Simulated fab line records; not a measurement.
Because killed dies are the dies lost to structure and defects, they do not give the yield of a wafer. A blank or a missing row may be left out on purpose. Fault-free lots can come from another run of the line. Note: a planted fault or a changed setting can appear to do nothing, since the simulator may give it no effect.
Check of tool commonality    flow sky130    42 wafers sampled across 14 lots

## WHY THIS WAS OPENED
Of 14 lots, 2 have the reading DNWELL_TW flagged at SKY_DNWELL_TW_MEAS_09. Wafers without a fault read 1113, standard deviation 6.6.
Rule: a lot is flagged in two cases, either no wafer of it has a number, or all its wafers with numbers fall more than 4 standard deviations from that mean. As for the other lots, they are considered sound.

lot   measured     on            DNWELL_TW, wafer by wafer  flag
L707  day 3 02:42  filmMetro-01  1118 1113 1114             
L708  day 3 11:34  filmMetro-01  1114 1111 1118             
L710  day 3 20:43  filmMetro-01  1112 1113 1112             
L711  day 4 02:27  filmMetro-02  1112 1120 1118             
L712  day 4 09:19  filmMetro-03  1101 1102 1102             
L715  day 5 00:13  filmMetro-02  1122 1116 1117             
L716  day 5 05:52  filmMetro-01  1121 1119 1120             
L717  day 5 12:37  filmMetro-03  1109 1108 1101             
L720  day 6 02:01  filmMetro-01  1114 1110 1116             
L722  day 6 13:46  filmMetro-01  30 30 30                   FLAGGED
L723  day 6 20:39  filmMetro-03  30 30 30                   FLAGGED
L724  day 7 01:03  filmMetro-01  1111 1114 1112             
L729  day 8 04:59  filmMetro-03  1104 1099 1099             
L730  day 8 08:39  filmMetro-01  1115 1110 1116             
Averaged over the flagged lots the numbers come to 30, -1083 from the usual (-99 or more standard deviations).

## WHICH TOOL EACH LOT WENT THROUGH
The record holds 1 process step before the reading, out of a route of 708 steps. Every cell lists first the tool, next ch and the chambers used by the sampled wafers, and last the start.
lot   flag     SKY_DNWELL_EXPOSE_04
L707           ilineStepper-01 ch 0, day 2 18:31
L708           ilineStepper-01 ch 0, day 3 03:14
L710           ilineStepper-02 ch 0, day 3 11:49
L711           ilineStepper-01 ch 0, day 3 17:32
L712           ilineStepper-01 ch 0, day 4 00:26
L715           ilineStepper-01 ch 0, day 4 15:01
L716           ilineStepper-01 ch 0, day 4 20:31
L717           ilineStepper-02 ch 0, day 5 02:46
L720           ilineStepper-02 ch 0, day 5 16:10
L722  FLAGGED  ilineStepper-02, day 6 03:34
L723  FLAGGED  ilineStepper-02, day 6 11:12
L724           ilineStepper-02 ch 0, day 6 15:34
L729           ilineStepper-01 ch 0, day 7 18:14
L730           ilineStepper-01 ch 0, day 7 21:32
These steps, and what they do:
- SKY_DNWELL_EXPOSE_04: exposes mask DNM, target cd 3000 nm.
- SKY_DNWELL_TW_MEAS_09

## FLAGGED AGAINST TOTAL, ONE TOOL AT A TIME (gauges that did the reading follow at the end)
step                   tool             lots run  flagged  share of the flagged lots  sound lots run after its first flagged lot
SKY_DNWELL_EXPOSE_04   ilineStepper-01  8         0        none                       -
SKY_DNWELL_EXPOSE_04   ilineStepper-02  6         2        all                        1 (L724)
SKY_DNWELL_TW_MEAS_09  filmMetro-01     8         1        some                       2 (L724,L730)
SKY_DNWELL_TW_MEAS_09  filmMetro-02     2         0        none                       -
SKY_DNWELL_TW_MEAS_09  filmMetro-03     4         1        some                       1 (L729)

## WHAT THE TABLE PERMITS
1 row of the table ran every flagged lot: ilineStepper-02 at SKY_DNWELL_EXPOSE_04.
- ilineStepper-02 at SKY_DNWELL_EXPOSE_04 ran 6 lots, 2 of them flagged. Sound lots ran on it after the first flagged one (L724), which a lasting fault on the whole tool wouldn't allow. On the flagged lots its readings are blank where sound lots have values: exposureDoseMJCm2, focusOffsetNm, reticleTempC.
Not one row of the table ran every flagged lot while running no sound lot after the first.

## WHAT THE SIMULATOR HAD INSERTED
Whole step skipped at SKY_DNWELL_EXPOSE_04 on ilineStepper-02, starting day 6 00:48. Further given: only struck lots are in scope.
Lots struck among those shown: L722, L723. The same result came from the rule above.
